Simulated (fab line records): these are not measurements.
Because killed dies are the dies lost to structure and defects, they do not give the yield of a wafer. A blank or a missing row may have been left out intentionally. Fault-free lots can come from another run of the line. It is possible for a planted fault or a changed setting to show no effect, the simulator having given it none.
fab line records	flow sky130
record: lots: 11	wafers: 33	lastDay: 50
route steps=708 shown VIA1@460 METAL2@485 PAD_OPEN@708
lots that met no fault: from a run of the same line without faults
startH: start of the lot's first displayed wafer, in hours after the record's first day	waitH: time in hours since the lot's previous step	" the same as in the row above	L1.1+2: a single row standing in for several wafers	- either no value or no given start	* or withheld: withheld	< > ~ a bound
route shown NAME@n: a module of which the file shows steps, and the number in the route of the first	usual: average and standard deviation across the fault-free wafers	same: alike in all rows	chamber/n: place in a boat	sites: the reading at each site	_std_site: how widely they spread, as a standard deviation	_edge_site: outer sites' mean less inner sites'	radiusMm: how far each site lies from the wafer's centre	mask NAME#n: copy n	behind: tool/chamber where the wafer was last shaped	hold: why the lot went on hold/how many hours it stayed there/how the hold came to an end	device: names the non-switching transistor (n, p or np)	end of line: tests of these same wafers at the route's end	a step without rows: its recipe alone	killed: the dies lost at the first sort to structure and to defects; this is not the yield of the wafer	map: dies across one wafer; x = killed, . = not, _ = none there
set.NAME: the setting as run; set.NAME@STEP: as run at that earlier step	model.NAME: the simulator's own value behind a step, which no gauge read
the route's steps for a sample of lots (tables are steps, rows are wafers)
services: from which hour (startH, from the record's first day; less than 0 if before it) a tool's chamber was out of use, for how many hours, and why
== steps ==
step: SKY_VIA1_CMP_02
recipe: material: SiO2	downForcePsi: 4	platenRpm: 60	padVelocityMS: 0.94248
usual: edgeZonePressureFrac: 1.000/0.0051	motorCurrentA: 12.2/0.79	slurryFilterDpKPa: 13.50/0.15
lot.wafer	tool	chamber	startH	waitH	edgeZonePressureFrac	motorCurrentA	slurryFilterDpKPa
L996.4	cmp-01	1	755.49	0.0	1.004	13.0	13.48
L996.1	"	3	"	"	1.004	11.9	13.60
L996.6	"	1	"	"	1.004	12.8	13.57
L997.2	cmp-02	2	772.57	0.0	0.988	11.7	13.24
L997.3	"	1	"	"	1.000	12.5	13.45
L997.6	"	3	"	"	1.007	11.8	13.36
L998.1	cmp-02	0	782.96	0.1	1.002	13.4	13.47
L998.3	"	2	"	"	1.003	11.2	13.87
L998.6	"	0	"	"	1.001	13.0	13.44
L999.1	cmp-02	0	790.14	0.1	0.996	13.3	13.43
L999.3	"	1	"	"	1.005	13.5	13.46
L999.6	"	1	"	"	1.006	12.6	13.47
L102.4	cmp-02	0	815.19	0.0	1.008	13.0	13.55
L102.3	"	1	"	"	1.006	13.1	13.31
L102.2	"	3	"	"	1.000	12.2	13.22
L111.2	cmp-01	2	888.00	0.1	0.997	10.8	13.22
L111.4	"	0	"	"	1.003	11.8	13.43
L111.5	"	2	"	"	0.994	11.0	13.51
L112.3	cmp-02	2	895.64	0.0	1.000	11.5	13.64
L112.1	"	0	"	"	0.993	12.9	13.61
L112.5	"	3	"	"	0.998	12.0	13.45
L114.3	cmp-02	0	905.60	0.1	1.005	12.8	13.55
L114.4	"	2	"	"	1.002	11.6	13.77
L114.6	"	3	"	"	1.008	12.0	13.63
L115.1	cmp-01	2	909.61	0.1	1.001	11.3	13.19
L115.4	"	3	"	"	1.006	12.0	13.41
L115.2	"	0	"	"	0.996	12.0	13.29
L117.3	cmp-02	0	919.43	0.2	0.992	12.9	13.59
L117.6	"	1	"	"	0.990	12.9	13.66
L117.5	"	2	"	"	1.002	11.5	13.52
L118.2	cmp-02	1	927.98	0.1	0.998	13.0	13.38
L118.4	"	2	"	"	1.002	11.3	13.57
L118.6	"	0	"	"	0.992	13.0	13.86
step: SKY_METAL2_SPUTTER_02
recipe: material: AlCu	targetThkNm: 250	powerW: 10390	timeS: 13.3	chamberPressurePa: 0.4
usual: cathodeDcPowerW: 10390/1.8	chamberPressurePa: 0.4000/0.00073	throttleValvePct: 29.8/1.1	timeS: 13.3/0
lot.wafer	tool	chamber	startH	waitH	cathodeDcPowerW	chamberPressurePa	throttleValvePct	timeS
L996.1	pvdSputter-02	-	783.69	0.0	10393	0.3999	29.1	13.3
L996.4	"	-	"	"	10392	0.3986	29.4	13.3
L996.6	"	-	"	"	10387	0.3990	29.6	13.3
L997.2	pvdSputter-02	-	800.74	0.0	10393	0.3987	29.1	13.3
L997.3	"	-	"	"	10392	0.3998	29.6	13.3
L997.6	"	-	"	"	10390	0.3995	27.7	13.3
L998.1	pvdSputter-01	-	811.34	0.0	10389	0.4005	30.3	13.3
L998.3	"	-	"	"	10386	0.4002	30.2	13.3
L998.6	"	-	"	"	10390	0.4006	31.4	13.3
L999.1	pvdSputter-02	-	819.24	0.0	10386	0.4009	27.5	13.3
L999.3	"	-	"	"	10391	0.4000	29.7	13.3
L999.6	"	-	"	"	10394	0.3988	29.9	13.3
L102.2	pvdSputter-02	-	843.72	0.0	10391	0.4002	29.2	13.3
L102.3	"	-	"	"	10391	0.3987	29.8	13.3
L102.4	"	-	"	"	10393	0.4004	27.7	13.3
L111.2	pvdSputter-02	-	915.49	0.0	-	-	-	-
L111.4	"	-	"	"	-	-	-	-
L111.5	"	-	"	"	-	-	-	-
L112.1	pvdSputter-02	-	922.04	0.0	-	-	-	-
L112.3	"	-	"	"	-	-	-	-
L112.5	"	-	"	"	-	-	-	-
L114.3	pvdSputter-01	-	931.99	0.0	10392	0.3991	30.3	13.3
L114.4	"	-	"	"	10390	0.3992	30.3	13.3
L114.6	"	-	"	"	10390	0.4005	30.2	13.3
L115.1	pvdSputter-03	-	936.09	0.0	10391	0.4008	29.7	13.3
L115.2	"	-	"	"	10392	0.4016	30.3	13.3
L115.4	"	-	"	"	10389	0.4011	31.3	13.3
L117.3	pvdSputter-02	-	946.15	0.0	10388	0.3997	27.5	13.3
L117.5	"	-	"	"	10388	0.4006	29.7	13.3
L117.6	"	-	"	"	10388	0.4003	29.0	13.3
L118.2	pvdSputter-02	-	954.49	0.0	10389	0.4010	29.7	13.3
L118.4	"	-	"	"	10390	0.4003	29.9	13.3
L118.6	"	-	"	"	10391	0.3992	27.7	13.3
step: SKY_METAL2_RS_MEAS_05
recipe: thkMeasGauge: four-point-probe	reads: TiN_of_METAL2_SPUTTER_04+Ti_of_METAL2_SPUTTER_03+AlCu_of_METAL2_SPUTTER_02+TiN_of_METAL2_SPUTTER_01+Ti_of_METAL2_SPUTTER_00
usual: METAL2_ALCU_RS: 0.1298/0.0019
lot.wafer	tool	chamber	startH	waitH	METAL2_ALCU_RS[ohm/sq]
L996.1	filmMetro-03	-	783.78	0.0	0.1285
L996.4	"	-	"	"	0.1271
L996.6	"	-	"	"	0.1279
L997.2	filmMetro-02	-	800.85	0.0	0.1290
L997.3	"	-	"	"	0.1279
L997.6	"	-	"	"	0.1271
L998.1	filmMetro-03	-	811.43	0.0	0.1283
L998.3	"	-	"	"	0.1283
L998.6	"	-	"	"	0.1300
L999.1	filmMetro-03	-	819.34	0.0	0.1274
L999.3	"	-	"	"	0.1273
L999.6	"	-	"	"	0.1286
L102.2	filmMetro-04	-	843.84	0.0	0.1302
L102.3	"	-	"	"	0.1291
L102.4	"	-	"	"	0.1290
L111.2	filmMetro-03	-	915.60	0.0	8.6339
L111.4	"	-	"	"	8.6931
L111.5	"	-	"	"	8.6929
L112.1	filmMetro-03	-	922.13	0.0	8.6945
L112.3	"	-	"	"	8.6250
L112.5	"	-	"	"	8.6041
L114.3	filmMetro-03	-	932.12	0.1	0.1293
L114.4	"	-	"	"	0.1275
L114.6	"	-	"	"	0.1281
L115.1	filmMetro-03	-	936.18	0.0	0.1292
L115.2	"	-	"	"	0.1299
L115.4	"	-	"	"	0.1302
L117.3	filmMetro-03	-	946.28	0.1	0.1276
L117.5	"	-	"	"	0.1295
L117.6	"	-	"	"	0.1280
L118.2	filmMetro-03	-	954.61	0.0	0.1293
L118.4	"	-	"	"	0.1293
L118.6	"	-	"	"	0.1288
step: SKY_METAL2_THK_MEAS_06
recipe: thkMeasGauge: xrf	reads: AlCu_of_METAL2_SPUTTER_02
usual: METAL2_ALCU_THK: 240/3.6
lot.wafer	tool	chamber	startH	waitH	METAL2_ALCU_THK[nm]
L996.1	filmMetro-03	-	783.90	0.1	241
L996.4	"	-	"	"	245
L996.6	"	-	"	"	241
L997.2	filmMetro-02	-	800.96	0.1	242
L997.3	"	-	"	"	244
L997.6	"	-	"	"	246
L998.1	filmMetro-03	-	811.55	0.1	241
L998.3	"	-	"	"	241
L998.6	"	-	"	"	238
L999.1	filmMetro-03	-	819.46	0.1	241
L999.3	"	-	"	"	243
L999.6	"	-	"	"	239
L102.2	filmMetro-04	-	843.95	0.1	238
L102.3	"	-	"	"	240
L102.4	"	-	"	"	242
L111.2	filmMetro-03	-	915.71	0.1	<1
L111.4	"	-	"	"	<1
L111.5	"	-	"	"	<1
L112.1	filmMetro-03	-	922.25	0.1	<1
L112.3	"	-	"	"	<1
L112.5	"	-	"	"	<1
L114.3	filmMetro-03	-	932.22	0.1	242
L114.4	"	-	"	"	247
L114.6	"	-	"	"	244
L115.1	filmMetro-03	-	936.30	0.1	240
L115.2	"	-	"	"	238
L115.4	"	-	"	"	240
L117.3	filmMetro-03	-	946.38	0.1	242
L117.5	"	-	"	"	239
L117.6	"	-	"	"	245
L118.2	filmMetro-03	-	954.72	0.1	240
L118.4	"	-	"	"	238
L118.6	"	-	"	"	243
step: SKY_METAL2_CD_MEAS_15
recipe: targetCdNm: 140
usual: cdNm: 139.6/1.4
lot.wafer	tool	chamber	startH	waitH	cdNm
L996.1	cdSem-02	-	811.12	-	137.5
L996.4	"	-	"	"	137.2
L996.6	"	-	"	"	139.1
L997.2	cdSem-02	-	827.04	-	141.1
L997.3	"	-	"	"	140.9
L997.6	"	-	"	"	138.9
L998.1	cdSem-01	-	838.14	-	140.7
L998.3	"	-	"	"	140.3
L998.6	"	-	"	"	140.5
L999.1	cdSem-02	-	845.62	-	139.9
L999.3	"	-	"	"	139.3
L999.6	"	-	"	"	139.6
L102.2	cdSem-01	-	869.79	-	139.6
L102.3	"	-	"	"	139.6
L102.4	"	-	"	"	139.9
L111.2	cdSem-01	-	940.44	-	140.0
L111.4	"	-	"	"	138.6
L111.5	"	-	"	"	139.6
L112.1	cdSem-01	-	946.47	-	140.0
L112.3	"	-	"	"	137.9
L112.5	"	-	"	"	139.1
L114.3	cdSem-02	-	956.01	-	139.0
L114.4	"	-	"	"	138.8
L114.6	"	-	"	"	140.3
L115.1	cdSem-02	-	960.12	-	141.0
L115.2	"	-	"	"	140.9
L115.4	"	-	"	"	139.0
L117.3	cdSem-02	-	970.43	-	138.2
L117.5	"	-	"	"	141.0
L117.6	"	-	"	"	139.1
L118.2	cdSem-01	-	977.74	-	140.9
L118.4	"	-	"	"	140.1
L118.6	"	-	"	"	140.8
step: SKY_METAL2_OVL_MEAS_16
usual: METAL2_OVL: -2/5.8
lot.wafer	tool	chamber	startH	waitH	METAL2_OVL[nm]
L996.1	overlay-02	-	811.24	0.1	-1
L996.4	"	-	"	"	3
L996.6	"	-	"	"	3
L997.2	overlay-02	-	827.15	0.1	1
L997.3	"	-	"	"	3
L997.6	"	-	"	"	4
L998.1	overlay-01	-	838.26	0.1	2
L998.3	"	-	"	"	1
L998.6	"	-	"	"	-6
L999.1	overlay-02	-	845.74	0.1	10
L999.3	"	-	"	"	3
L999.6	"	-	"	"	-1
L102.2	overlay-01	-	869.90	0.1	-5
L102.3	"	-	"	"	0
L102.4	"	-	"	"	-2
L111.2	overlay-01	-	940.55	0.1	10
L111.4	"	-	"	"	-4
L111.5	"	-	"	"	0
L112.1	overlay-01	-	946.59	0.1	0
L112.3	"	-	"	"	-11
L112.5	"	-	"	"	0
L114.3	overlay-02	-	956.10	0.1	-7
L114.4	"	-	"	"	-8
L114.6	"	-	"	"	-10
L115.1	overlay-01	-	960.24	0.1	-4
L115.2	"	-	"	"	-4
L115.4	"	-	"	"	0
L117.3	overlay-02	-	970.52	0.1	-5
L117.5	"	-	"	"	-4
L117.6	"	-	"	"	-3
L118.2	overlay-02	-	977.85	0.1	-2
L118.4	"	-	"	"	4
L118.6	"	-	"	"	3
step: SKY_PAD_OPEN_PROBE_99
usual: defectLimitedYield: 82.2/2.2	killed_at_M0_to_M3: 45/7.1	killed_at_M4_up: 3.0/1.8	killedAtContacts: 24/5.4	killedAtFrontEnd: 16/4.9	killedAtOther: 0.3/0.63	killedDies: 88/11	killedOnRim: 17/3.4	killedOpen: 47/7.4	killedShort: 40/7	sort_bin_3_pad_short: 1.0/0.43	sort_bin_5_function: 10.6/1.7	sort_bin_6_memory: 6.3/1.1	sortNPass: 404/11	sortYieldPct: 82.2/2.2
same: grossDies: 492	killedAtBackSide: 0	sort_bin_4_leakage[%]: 0	sort_bin_8_speed[%]: 0
lot.wafer	tool	chamber	startH	waitH	defectLimitedYield[%]	killed_at_M0_to_M3	killed_at_M4_up	killedAtContacts	killedAtFrontEnd	killedAtOther	killedDies	killedOnRim	killedOpen	killedShort	sort_bin_3_pad_short[%]	sort_bin_5_function[%]	sort_bin_6_memory[%]	sortNPass	sortYieldPct[%]
L996.1	prober-01	-	1066.66	0.1	83.5	40	4	23	14	0	81	14	43	37	0.6	9.3	6.5	411	83.5
L996.4	prober-01	-	1066.81	0.2	76.6	57	4	30	24	0	115	23	67	47	1.2	13.0	9.1	377	76.6
L996.6	prober-01	-	1066.91	0.2	78.3	58	4	24	21	0	107	16	56	50	1.2	13.8	6.7	385	78.3
L111.2	prober-02	-	1167.26	0.1	0	455	2	16	18	1	492	96	48	35	1.0	93.7	5.3	0	0
L111.4	prober-02	-	1167.36	0.2	0	450	5	20	16	1	492	96	47	39	0.8	91.7	7.5	0	0
L111.5	prober-02	-	1167.41	0.2	0	433	4	34	21	0	492	96	54	49	0.8	92.9	6.3	0	0
L112.1	prober-01	-	1171.31	0.1	0	444	1	23	24	0	492	96	55	51	0.8	92.3	6.9	0	0
L112.3	prober-01	-	1171.41	0.2	0	455	2	22	13	0	492	96	36	47	1.0	91.9	7.1	0	0
L112.5	prober-01	-	1171.51	0.2	0	452	4	22	12	2	492	96	36	49	1.6	92.5	5.9	0	0
L115.1	prober-02	-	1182.20	0.1	79.3	49	1	33	19	0	102	21	54	48	0.6	13.6	6.5	390	79.3
L115.2	prober-02	-	1182.25	0.1	77.6	52	4	33	21	0	110	19	58	52	0.8	12.8	8.7	382	77.6
L115.4	prober-02	-	1182.35	0.2	79.9	38	2	36	21	2	99	17	54	44	1.2	9.3	9.6	393	79.9
killed by level:class
L996.1 VIA1:geometricParticle:open=10 CONTACT:geometricParticle:open=9 LI_CONTACT:geometricParticle:open=6 METAL1:geometricParticle:short=6 METAL2:geometricParticle:short=6 FIELD_ISO:geometricParticle:short=5 LI_CONTACT:geometricParticle:short=5 FIELD_ISO:geometricParticle:open=4
L996.4 CONTACT:geometricParticle:open=15 FIELD_ISO:geometricParticle:open=10 VIA3:geometricParticle:open=9 VIA1:geometricParticle:open=9 VIA2:geometricParticle:open=8 VIA3:geometricParticle:short=6 VIA1:geometricParticle:short=6 METAL2:geometricParticle:short=6
L996.6 VIA1:geometricParticle:open=19 FIELD_ISO:geometricParticle:short=8 CONTACT:geometricParticle:open=8 VIA1:geometricParticle:short=8 VIA3:geometricParticle:open=7 LI_CONTACT:geometricParticle:open=6 METAL1:geometricParticle:short=6 VIA2:geometricParticle:open=5
L111.2 METAL2:areaSputter=408 VIA1:geometricParticle:open=14 VIA2:geometricParticle:open=9 FIELD_ISO:geometricParticle:open=6 LOCAL_INTERCONNECT:geometricParticle:short=5 VIA2:geometricParticle:short=5 VIA3:geometricParticle:open=5 POLY_GATE:geometricParticle:short=4
L111.4 METAL2:areaSputter=405 CONTACT:geometricParticle:open=11 VIA1:geometricParticle:open=10 VIA1:geometricParticle:short=9 POLY_GATE:geometricParticle:short=6 LI_CONTACT:geometricParticle:open=6 POLY_GATE:geometricParticle:open=5 METAL1:geometricParticle:short=5
L111.5 METAL2:areaSputter=389 CONTACT:geometricParticle:open=11 LI_CONTACT:geometricParticle:open=10 CONTACT:geometricParticle:short=6 VIA2:geometricParticle:open=6 VIA1:geometricParticle:open=6 VIA3:geometricParticle:open=6 FIELD_ISO:geometricParticle:short=5
L112.1 METAL2:areaSputter=386 VIA2:geometricParticle:open=9 METAL1:geometricParticle:short=8 VIA1:geometricParticle:short=8 VIA1:geometricParticle:open=8 FIELD_ISO:geometricParticle:open=7 POLY_GATE:geometricParticle:open=7 LI_CONTACT:geometricParticle:open=7
L112.3 METAL2:areaSputter=409 METAL2:geometricParticle:short=14 VIA1:geometricParticle:open=11 CONTACT:geometricParticle:open=7 VIA3:geometricParticle:short=6 CONTACT:geometricParticle:short=5 METAL1:geometricParticle:short=5 POLY_GATE:geometricParticle:short=4
L112.5 METAL2:areaSputter=407 VIA1:geometricParticle:short=10 VIA3:geometricParticle:open=7 LI_CONTACT:geometricParticle:open=7 VIA1:geometricParticle:open=7 CONTACT:geometricParticle:short=6 METAL3:geometricParticle:short=6 POLY_GATE:geometricParticle:open=4
L115.1 VIA1:geometricParticle:open=14 CONTACT:geometricParticle:open=11 CONTACT:geometricParticle:short=8 METAL2:geometricParticle:short=7 LI_CONTACT:geometricParticle:short=5 LI_CONTACT:geometricParticle:open=5 VIA2:geometricParticle:open=5 FIELD_ISO:geometricParticle:short=4
L115.2 VIA1:geometricParticle:open=13 CONTACT:geometricParticle:open=11 METAL2:geometricParticle:short=9 METAL1:geometricParticle:short=9 FIELD_ISO:geometricParticle:open=8 LI_CONTACT:geometricParticle:open=8 VIA2:geometricParticle:open=8 LI_CONTACT:geometricParticle:short=6
L115.4 CONTACT:geometricParticle:open=16 VIA1:geometricParticle:open=8 METAL2:geometricParticle:short=7 CONTACT:geometricParticle:short=6 LI_CONTACT:geometricParticle:open=6 FIELD_ISO:geometricParticle:short=5 LOCAL_INTERCONNECT:geometricParticle:short=5 METAL1:geometricParticle:short=5
== services ==
tool	chamber	startH	hours	kind
cmp-01	-	736.27	1.6	repair
cmp-01	-	738.17	0.7	repair
pvdSputter-02	-	739.33	5.9	repair
cmp-01	-	744.00	4.0	pm
cmp-02	-	754.07	1.5	repair
pvdSputter-02	-	770.39	3.0	repair
cmp-02	-	774.28	4.3	pm
cmp-02	-	788.82	0.9	repair
cmp-02	-	824.78	1.7	repair
pvdSputter-02	3	835.54	-	consumableReplace:kit
pvdSputter-02	3	835.54	18.0	scheduledDown
pvdSputter-02	3	835.54	18.0	ventCycle
cmp-02	-	845.78	6.2	repair
pvdSputter-02	-	849.06	1.5	repair
cmp-02	-	861.20	2.7	pm
pvdSputter-03	-	891.68	1.9	repair
cmp-02	-	912.28	4.0	pm
cmp-02	-	916.28	-	consumableReplace:conditioner
cmp-02	-	916.28	-	consumableReplace:pad
pvdSputter-02	-	930.75	5.9	repair
pvdSputter-02	2	939.87	-	consumableReplace:kit
pvdSputter-02	2	939.87	18.0	scheduledDown
pvdSputter-02	2	939.87	18.0	ventCycle
cmp-01	-	945.18	1.9	repair
== key ==
firstSign: step: SKY_METAL2_SPUTTER_02	reading: toolRecord	direction: missing
effect: step: SKY_METAL2_RS_MEAS_05	reading: METAL2_ALCU_RS	direction: up	sigmas: 99+	usual: 0.1298	struck: 8.6572
effect: step: SKY_METAL2_THK_MEAS_06	reading: METAL2_ALCU_THK	direction: down	sigmas: 67	usual: 240	struck: <1
effect: step: SKY_PAD_OPEN_PROBE_99	reading: killed_at_M0_to_M3	direction: up	sigmas: 57	usual: 45	struck: 448
moreKillsBornAt: SKY_METAL2_SPUTTER_02@pvdSputter-02: 2404
metAt SKY_METAL2_SPUTTER_02
struckLots L111,L112
laterRowsLeftOut L111.2,L111.4,L111.5,L112.1,L112.3,L112.5
notActingAt SKY_VIA1_CMP_02,SKY_METAL2_CD_MEAS_15,SKY_METAL2_OVL_MEAS_16
onsetBetween 843.72 915.49
fault: kind: skippedStepWhole	tool: pvdSputter-02	chamber: -	onsetH: 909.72	steps: SKY_METAL2_SPUTTER_02	scope: struckLotsOnly
laterRowsLeftOut: the simulator's readings of these wafers behind a module that went badly wrong aren't trusted and aren't shown, but for the sort
